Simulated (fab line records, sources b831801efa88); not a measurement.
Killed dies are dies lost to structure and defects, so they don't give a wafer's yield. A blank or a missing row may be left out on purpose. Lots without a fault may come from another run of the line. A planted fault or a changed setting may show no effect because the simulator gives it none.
A struck lot beside a sound one | flow sky130 | 14 steps out of a route of 708
Sound: wafers L911.1, L911.2, L911.3. Struck: wafers L907.1, L907.2, L907.6. The cause comes at the end.
At each step with rows: each side's tool, then ch and its chambers, then its first start. Under that, the readings that differ: sound wafers | struck wafers | difference of the means | sigmas: that difference in standard deviations of wafers without a fault.
alike: readings whose means differ by less than 2 such deviations, and words and numbers that are the same on both sides. not compared: withheld readings, readings that some wafer has no value for, bounds like >300 that may hide the same value, and numbers for which the record gives no deviation and whose values overlap.
The two part at a step that has a row with sigmas, a row that says differs or no value, or rows on one side only. Numbers that don't overlap but have no deviation are shown without sigmas and don't part them. A reading that every wafer of one side lacks parts them only if that side has two wafers or more.

SKY_VIA4_OVL_MEAS_11:
  sound on overlay-02, day 47 06:44; struck on overlay-02, day 45 22:53
  alike: VIA4_OVL
SKY_VIA4_ETCH_12: etches SiO2 in C4F8/O2/Ar, stops on TiN, target depth 580 nm.
  sound on rie_diel-04 ch 0,1,2, day 47 06:46; struck on rie_diel-04 ch 1,2,3, day 45 22:55
  alike: oes_product_au
then, 4 steps without rows for these wafers: SKY_VIA4_STRIP_13 (strips in O2/N2); SKY_VIA4_STRIP_14 (strips in post etch residue remover, time 1200 s); SKY_VIA4_CLEAN_15 (cleans in IPA, time 180 s); SKY_VIA4_CLEAN_16 (cleans in O3/DIW).
SKY_VIA4_SPUTTER_17: material TiN, target thk 20 nm, time 80 s.
  sound on pvd_sputter-04, day 47 07:29; struck on pvd_sputter-02, day 45 23:35
  alike: cathode_dc_power_W, chamber_pressure_pa, throttle_valve_pct
SKY_VIA4_CVD_18: deposits W, target thk 505 nm, time 152.14 s.
  sound on cvd_w-01 ch 0,1, day 47 07:32; struck on cvd_w-02 ch 0,1, day 45 23:39
  alike: heater_power_outer_w, heater_power_w, susceptor_temp_C
SKY_VIA4_RS_MEAS_19: measures by four-point-probe.
  sound on film_metro-03, day 47 07:41; struck on film_metro-03, day 45 23:48
  alike: VIA4_W_RS
SKY_VIA4_THK_MEAS_20: measures by xrf.
  sound on film_metro-03, day 47 07:49; struck on film_metro-03, day 45 23:55
  alike: VIA4_W_THK
SKY_VIA4_CMP_21: polishes, stops on SiO2, t overpolish 25 s, target thk 0 nm.
  sound on cmp-01 ch 1,2,3, day 47 07:52; struck on cmp-01 ch 0,1, day 46 00:02
  alike: motor_current_A, overpolish_run_s, time_to_endpoint_s
then, 1 step without rows for these wafers: SKY_METAL5_SPUTTER_00 (material Ti, target thk 15 nm, time 10 s).
SKY_METAL5_SPUTTER_01: material TiN, target thk 20 nm, time 16.7 s.
  sound on pvd_sputter-03, day 47 08:12; struck on pvd_sputter-03, day 46 00:18
  no value came back on the struck wafers for cathode_dc_power_W (W), chamber_pressure_pa (Pa), throttle_valve_pct (%); on the sound wafers cathode_dc_power_W (W) reads 6498.1 6500.0 6499.7
SKY_METAL5_SPUTTER_02: material AlCu, target thk 1150 nm, time 61.2 s.
  sound on pvd_sputter-03, day 47 08:13; struck on pvd_sputter-03, day 46 00:20
  reading                  | sound                | struck               | difference | sigmas
  chamber_pressure_pa (Pa) | 0.4012 0.4016 0.4011 | 0.3991 0.3993 0.3996 | -0.0020    | -2
  alike: cathode_dc_power_W, throttle_valve_pct

WHERE THEY PART
First at SKY_METAL5_SPUTTER_01; last, within this record, at SKY_METAL5_SPUTTER_02.

WHY: what the simulator had put in
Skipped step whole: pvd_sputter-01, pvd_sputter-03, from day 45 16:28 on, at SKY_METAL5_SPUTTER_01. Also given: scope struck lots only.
